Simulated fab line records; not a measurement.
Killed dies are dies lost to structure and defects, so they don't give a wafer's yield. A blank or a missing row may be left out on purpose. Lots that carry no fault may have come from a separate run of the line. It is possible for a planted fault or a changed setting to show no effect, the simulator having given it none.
Matching of chambers | flow gf180mcu | GF_STI_WET_ETCH_17 on wet_bench-03: 3 sister chambers
The step etches Si3N4 in H3PO4, target depth 45 nm, time 514 s. 16 wafers are shown with their chamber, then 5 later ones without.

== WAFERS, EACH WITH ITS CHAMBER ==
wafer  | chamber | run_length_s (s)
L607.2 | 3       | 538
L607.5 | 3       | 538
L607.6 | 3       | 538
L608.1 | 2       | 547
L608.2 | 2       | 547
L608.4 | 2       | 547
L612.1 | 2       | 547
L612.4 | 2       | 547
L612.5 | 2       | 547
L613.2 | 3       | 547
L613.3 | 3       | 547
L613.4 | 3       | 547
L615.3 | 0       | 539
L615.4 | 0       | 539
L615.5 | 0       | 539
L616.1 | 0       | 538

SIGNATURES (means of the wafers above)
reading      | chamber 0 | chamber 2 | chamber 3 | scatter within a chamber
run_length_s | 538.75    | 547.00    | 542.50    | 3.07
Rule: a wafer lies at a distance from a chamber equal to the root of the sum of squares, over the readings, of (its reading less the chamber's mean, divided by the reading's scatter). If the next closest chamber is less than 2 further off than the closest, the wafer can't be placed; otherwise it belongs to the closest. How the scatter is found: for the shown wafers, subtract from each reading the mean of its chamber, square and add these, divide the total by (wafers less chambers), then take the root.

== WAFERS WITH NO CHAMBER GIVEN ==
wafer  | run_length_s (s)
L616.2 | 538
L616.6 | 538
L619.2 | 539
L619.4 | 539
L619.6 | 539

== WHICH CHAMBER EACH WENT THROUGH ==
wafer  | from the rows above     | in truth
L616.2 | can't be placed: 0 or 3 | 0
L616.6 | can't be placed: 0 or 3 | 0
L619.2 | can't be placed: 0 or 3 | 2
L619.4 | can't be placed: 0 or 3 | 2
L619.6 | can't be placed: 0 or 3 | 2
Placed correctly: 0 of 5. Can't be placed from these rows: 5 (the true chamber is among the candidates in 2). 0 placed wrongly.
